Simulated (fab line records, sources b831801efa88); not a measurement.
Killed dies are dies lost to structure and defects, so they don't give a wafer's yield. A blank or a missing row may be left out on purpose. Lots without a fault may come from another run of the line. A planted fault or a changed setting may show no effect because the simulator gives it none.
fab line records | flow gf180mcu | part 2 of 2: steps 25 to 34 of 34
record lots=5 wafers=15 last_day=34
route steps=602 shown V4@492 MIM@503
lots that met no fault: from a run of the same line without faults
start_h: hours from the record's first day to the start of the lot's first wafer shown | wait_h: hours since the lot's step before | " the same as in the row above | L1.1+2: a row that stands for several wafers | - no value, or no start given | * or withheld: withheld | < > ~ a bound
route shown NAME@n: a module of which the file shows steps, and the number in the route of the first | usual: mean/standard deviation of fault-free wafers | same: alike in all rows | chamber/n: place in a boat | sites: the reading at each site | _std_site: their standard deviation | _edge_site: outer sites' mean less inner sites' | radius_mm: how far each site lies from the wafer's centre | mask NAME#n: copy n | behind: the tool/chamber that last shaped the wafer | hold: why the lot was held/for how many hours/how that ended | device: the transistor (n, p or np) that didn't switch | end of line: the same wafers' tests at the end of the route | a step without rows: its recipe alone | killed: dies lost to structure and defects at the first sort, not the wafer's yield | map: a wafer's dies, x killed, . not, _ none there
set.NAME: the setting as run; set.NAME@STEP: as run at that earlier step | model.NAME: the simulator's own value behind a step, which no gauge read
lots at some steps of the route; a table a step, a row a wafer
services: from which hour (start_h, from the record's first day; less than 0 if before it) a tool's chamber was out of use, for how many hours, and why
## steps
# step GF_MIM_HMDS_13
# recipe prime_time_s=60 prime_temp_c=120
# columns lot.wafer tool chamber start_h wait_h
L076.2+3+6 litho_track-04 0 590.65 0.1
L079.1+3+6 litho_track-01 0 616.54 0.1
L081.1+2+6 litho_track-04 0 635.57 0.1
L085.2+3+5 litho_track-02 0 660.29 0.1
L097.2+3+4 litho_track-01 0 737.17 0.1
# step GF_MIM_COAT_14
# recipe resist=NOVOLAK spin_rpm=3000 resist_thk_nm=1000
# columns lot.wafer tool chamber start_h wait_h
L076.2+3+6 litho_track-04 0 590.80 0.1
L079.1+3+6 litho_track-01 0 616.69 0.1
L081.1+2+6 litho_track-04 0 635.72 0.1
L085.2+3+5 litho_track-02 0 660.44 0.1
L097.2+3+4 litho_track-01 0 737.32 0.1
# step GF_MIM_SOFTBAKE_15
# recipe temp_c=90 time_s=60 resist=NOVOLAK
# usual heater_power_total_W=56.60/0.046
# columns lot.wafer tool chamber start_h wait_h heater_power_total_W
L076.2 litho_track-04 0 590.95 0.1 56.62
L076.3 " 0 " " 56.61
L076.6 " 0 " " 56.59
L079.1 litho_track-01 0 616.84 0.1 56.55
L079.3 " 0 " " 56.63
L079.6 " 0 " " 56.63
L081.1 litho_track-04 0 635.87 0.1 56.57
L081.2 " 0 " " 56.48
L081.6 " 0 " " 56.57
L085.2 litho_track-02 0 660.59 0.1 56.62
L085.3 " 0 " " 56.54
L085.5 " 0 " " 56.66
L097.2 litho_track-01 0 737.47 0.1 56.57
L097.3 " 0 " " 56.64
L097.4 " 0 " " 56.59
# step GF_MIM_EXPOSE_16
# recipe mask_id=FuseTop target_cd_nm=2000 na=0.6 source_shape=conventional sigma_outer=0.6 dose_mj=140
# usual stage_vel_mm_s=500.06/0.26
# columns lot.wafer tool chamber start_h wait_h mask stage_vel_mm_s
L076.2 iline_stepper-02 0 - - FuseTop#0 499.77
L076.3 " 0 " " FuseTop#0 500.23
L076.6 " 0 " " FuseTop#0 499.77
L079.1 iline_stepper-01 0 - - FuseTop#0 499.74
L079.3 " 0 " " FuseTop#0 499.74
L079.6 " 0 " " FuseTop#0 499.94
L081.1 iline_stepper-02 0 - - FuseTop#0 499.90
L081.2 " 0 " " FuseTop#0 500.20
L081.6 " 0 " " FuseTop#0 500.11
L085.2 iline_stepper-02 0 - - FuseTop#0 500.56
L085.3 " 0 " " FuseTop#0 499.88
L085.5 " 0 " " FuseTop#0 500.33
L097.2 iline_stepper-01 0 - - FuseTop#0 499.96
L097.3 " 0 " " FuseTop#0 500.17
L097.4 " 0 " " FuseTop#0 500.12
# step GF_MIM_PEB_17
# recipe temp_c=withheld time_s=* resist=NOVOLAK
# columns lot.wafer tool chamber start_h wait_h
L076.2+3+6 litho_track-02 0 - -
L079.1+3+6 litho_track-04 0 - -
L081.1+2+6 litho_track-01 0 - -
L085.2+3+5 litho_track-01 0 - -
L097.2+3+4 litho_track-02 0 - -
# step GF_MIM_DEVELOP_18
# recipe develop_time_s=60 dev_temp_c=23.51
# columns lot.wafer tool chamber start_h wait_h
L076.2+3+6 litho_track-02 0 601.09 0.1
L079.1+3+6 litho_track-04 0 627.12 0.1
L081.1+2+6 litho_track-01 0 646.04 0.1
L085.2+3+5 litho_track-01 0 670.07 0.1
L097.2+3+4 litho_track-02 0 746.24 0.1
# step GF_MIM_METAL_ETCH_19
# recipe chemistry=Cl2/BCl3 mask_material=NOVOLAK stop_on=Si3N4 target_depth_nm=324.5 pressure_mtorr=8 icp_w=800 bias_w=140 Cl2_flow_sccm=80 bcl3_flow_sccm=40 time_s=54.1
# usual bias_w=139.9/0.41 drypump_motor_current_A=5.39/0.11 oes_product_au=0.938/0.0062 throttle_valve_pct=28.287/0.01
# columns lot.wafer tool chamber start_h wait_h bias_w drypump_motor_current_A oes_product_au rf_hours_counter_h throttle_valve_pct
L076.2 rie_metal-02 1 601.22 0.1 139.6 5.50 0.943 1 28.279
L076.3 " 0 " " 140.1 5.62 0.939 - 28.280
L076.6 " 1 " " 139.4 5.52 0.938 - 28.291
L079.1 rie_metal-02 1 627.27 0.1 140.1 5.53 0.933 2 28.302
L079.3 " 1 " " 139.5 5.45 0.932 - 28.299
L079.6 " 1 " " 140.0 5.51 0.946 - 28.292
L081.1 rie_metal-04 0 646.19 0.1 139.3 5.38 0.947 11 28.270
L081.2 " 1 " " 140.1 5.29 0.936 12 28.298
L081.6 " 0 " " 139.0 5.36 0.938 - 28.271
L085.2 rie_metal-01 1 670.21 0.1 140.5 5.42 0.936 - 28.272
L085.3 " 1 " " 139.8 5.43 0.932 - 28.297
L085.5 " 1 " " 139.8 5.41 0.940 - 28.301
L097.2 rie_metal-02 1 746.36 0.1 139.3 5.49 0.932 7 28.298
L097.3 " 1 " " 139.8 5.50 0.943 - 28.270
L097.4 " 0 " " 139.3 5.60 0.943 - 28.290
# step GF_MIM_STRIP_20
# recipe chemistry=O2/N2 power_w=1400 pressure_mtorr=1500 platen_temp_c=250 o2_flow_sccm=3000 n2_flow_sccm=300 overash_fraction=0.5
# usual drypump_motor_current_A=5.7/0.59 heater_power_w=344/20 o2_flow_sccm=2998/9.5 oes_product_au=0.692/0.0046 strip_time_to_endpoint_s=11.21/0.033
# columns lot.wafer tool chamber start_h wait_h drypump_motor_current_A heater_power_w o2_flow_sccm oes_product_au rf_hours_counter_h strip_time_to_endpoint_s
L076.2 plasma_asher-04 0 601.29 0.0 5.3 346 3008 0.689 52 11.22
L076.3 " 0 " " 5.4 347 2993 0.695 - 11.28
L076.6 " 1 " " 5.1 330 2988 0.692 - 11.21
L079.1 plasma_asher-01 0 627.41 0.1 6.8 327 2995 0.689 105 11.20
L079.3 " 0 " " 6.8 330 3017 0.696 - 11.20
L079.6 " 0 " " 6.8 331 3012 0.697 - 11.23
L081.1 plasma_asher-02 1 646.26 0.0 5.9 324 2994 0.698 89 11.25
L081.2 " 0 " " 6.3 379 2996 0.701 89 11.26
L081.6 " 0 " " 6.3 376 2983 0.696 - 11.28
L085.2 plasma_asher-04 1 670.33 0.1 5.1 336 2996 0.690 58 11.19
L085.3 " 1 " " 5.1 338 2993 0.689 - 11.19
L085.5 " 0 " " 5.3 333 2988 0.687 - 11.20
L097.2 plasma_asher-02 1 746.43 0.0 6.0 326 3010 0.690 100 11.23
L097.3 " 1 " " 6.0 317 2996 0.695 - 11.18
L097.4 " 0 " " 6.4 365 3002 0.697 - 11.27
# step GF_MIM_STRIP_21
# recipe chemistry=post_etch_residue_remover time_s=1200 temp_c=72.5
# usual bath_guard_temp_C=72.5/0.45
# columns lot.wafer tool chamber start_h wait_h bath_guard_temp_C
L076.2 wet_bench-03 1 601.39 0.1 72.5
L076.3 " 1 " " 72.3
L076.6 " 1 " " 72.5
L079.1 wet_bench-03 3 627.51 0.1 72.2
L079.3 " 3 " " 72.0
L079.6 " 3 " " 71.9
L081.1 wet_bench-01 0 646.36 0.1 73.0
L081.2 " 0 " " 73.0
L081.6 " 0 " " 73.2
L085.2 wet_bench-04 2 670.43 0.1 73.0
L085.3 " 2 " " 72.6
L085.5 " 2 " " 72.5
L097.2 wet_bench-01 0 746.53 0.1 72.8
L097.3 " 0 " " 72.7
L097.4 " 0 " " 72.8
# step GF_MIM_CLEAN_22
# recipe chemistry=DIW dry=n2_spin
# columns lot.wafer tool chamber start_h wait_h
L076.2+3+6 wet_bench-01 0 601.73 0.0
L079.1+3+6 wet_bench-04 1 627.86 0.0
L081.1+2+6 wet_bench-01 2 646.70 0.0
L085.2+3+5 wet_bench-03 1 670.80 0.0
L097.2+3+4 wet_bench-03 1 746.88 0.0
## services
# columns tool chamber start_h hours kind
pvd_sputter-03 - 558.30 1.1 repair
rie_metal-02 1 560.45 22.8 repair
rie_diel-04 1 571.97 4.5 repair
rie_diel-01 - 598.75 0.5 repair
pvd_sputter-01 - 600.61 1.0 repair
pvd_sputter-04 - 603.30 3.1 repair
rie_diel-04 0 606.60 4.0 repair
cvd_w-02 - 624.93 1.0 repair
rie_diel-04 2 627.48 14.0 repair
rie_diel-01 3 640.09 5.3 repair
rie_diel-01 1 643.30 2.7 repair
rie_diel-04 2 647.84 5.7 repair
rie_diel-04 3 659.16 5.9 repair
pvd_sputter-02 - 680.69 3.5 repair
pvd_sputter-04 - 687.99 5.2 repair
pvd_sputter-02 - 691.43 0.7 repair
pvd_sputter-02 - 693.74 4.9 repair
cvd_w-02 1 697.55 13.4 repair
rie_diel-01 2 706.43 21.5 repair
cvd_w-02 0 707.24 2.5 repair
rie_diel-04 2 711.63 21.0 repair
rie_diel-04 1 725.68 9.3 repair
pvd_sputter-03 - 733.91 3.2 repair
rie_diel-01 2 744.17 6.2 repair
